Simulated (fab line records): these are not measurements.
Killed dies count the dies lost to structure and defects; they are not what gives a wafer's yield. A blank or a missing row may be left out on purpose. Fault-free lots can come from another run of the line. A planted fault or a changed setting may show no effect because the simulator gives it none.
Problem report, 8D (eight disciplines) form, completed by code :: flow sky130 :: the parts of the form that need people (team, actions taken, sign-off) are left out

== 1. WHAT WENT WRONG ==
Mean of strip_time_to_endpoint_s at SKY_RES_PROTECT_STRIP_07: 23.81 s across 4 wafers in 3 lots; on wafers with no fault it is 23.29 s (standard deviation 0.041). Measured from the usual mean, that is +13 standard deviations.
The step: strips in O2/N2.
First seen on wafer L493.2, day 19 04:31, on plasma_asher-04. Wafers with a number at this step in the record: 33, from 12 lots. The rule behind "out" and "out of limits": a value lying over 4 standard deviations away from the usual mean. The rest of the wafers with a number are treated as sound.

== 2. WHAT IT IS, WHAT IT ISN'T ==
question: which readings at this step
is: strip_time_to_endpoint_s
is not: chamber_pressure_mTorr, drypump_motor_current_A, n2_flow_sccm, oes_product_au

question: which lots
is: L493, L495, L497
is not: L482, L483, L486, L488, L489, L491, L492, L503, L505

question: which wafers of those lots
is: L493.2, L495.2, L495.4, L497.4
is not: L493.5, L497.5

question: read on which tools
is: plasma_asher-01, plasma_asher-04
is not: plasma_asher-02

question: when
is: from day 19 04:31
is not: up to then (22 sound wafers); but 7 sound wafers of L497, L503, L505 came after

== 3. WHAT RULES OUT EACH SUSPECT ==
Counting: if a tool at a process step up to the reading ran every lot that is out, it stays a suspect. Sound lots after the first of them don't rule it out here, since some wafers of a struck lot are sound.
- plasma_asher-01 at SKY_VT_ADJUST_LVTN_STRIP_09 (strips in O2/N2): kept. Ran every lot that is out, first one L493 (day 9 23:09); last sound lot up to then L488 (day 9 00:01).
- litho_track-02 at SKY_RES_PROTECT_COAT_02 (resist thk 1140 nm): kept. Ran every lot that is out, first one L493 (day 18 12:59); last sound lot up to then L492 (day 18 03:52).
After counting, plasma_asher-01 at SKY_VT_ADJUST_LVTN_STRIP_09 and litho_track-02 at SKY_RES_PROTECT_COAT_02 remain.

== 4. THE CAUSE (what the simulator had put in) ==
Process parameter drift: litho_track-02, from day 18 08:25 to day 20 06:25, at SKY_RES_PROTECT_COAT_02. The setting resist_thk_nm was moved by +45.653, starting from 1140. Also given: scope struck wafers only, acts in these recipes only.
Of the 2 suspects that counting leaves, this tool is one.

== 5. THE CHAIN OF EFFECTS, in route order ==
One row per reading whose mean, taken over the struck wafers that have a number, lies over 3 standard deviations from the usual. Only readings whose record carries a usual standard deviation are examined. hours: median over the lots of the time between each lot's start at the first step of this table that gives one and its start at this step. sigmas: the change, counted in usual standard deviations.
hours: 0
step: SKY_RES_PROTECT_STRIP_07
reading: strip_time_to_endpoint_s
usual: 23.29 s
on struck wafers: 23.81
change: +0.52
sigmas: +13
The process steps in it:
- SKY_RES_PROTECT_STRIP_07: strips in O2/N2.

== 6. HOW IT WOULD HAVE BEEN CAUGHT EARLIER ==
The fault began at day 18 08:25; the first out-of-limits reading in this record came at day 19 04:31, 20 hours later.
L495, L497, from the lots that are out (3), started SKY_RES_PROTECT_COAT_02 on litho_track-02 later than day 19 04:31. A hold on the tool at that time would have spared those 2.
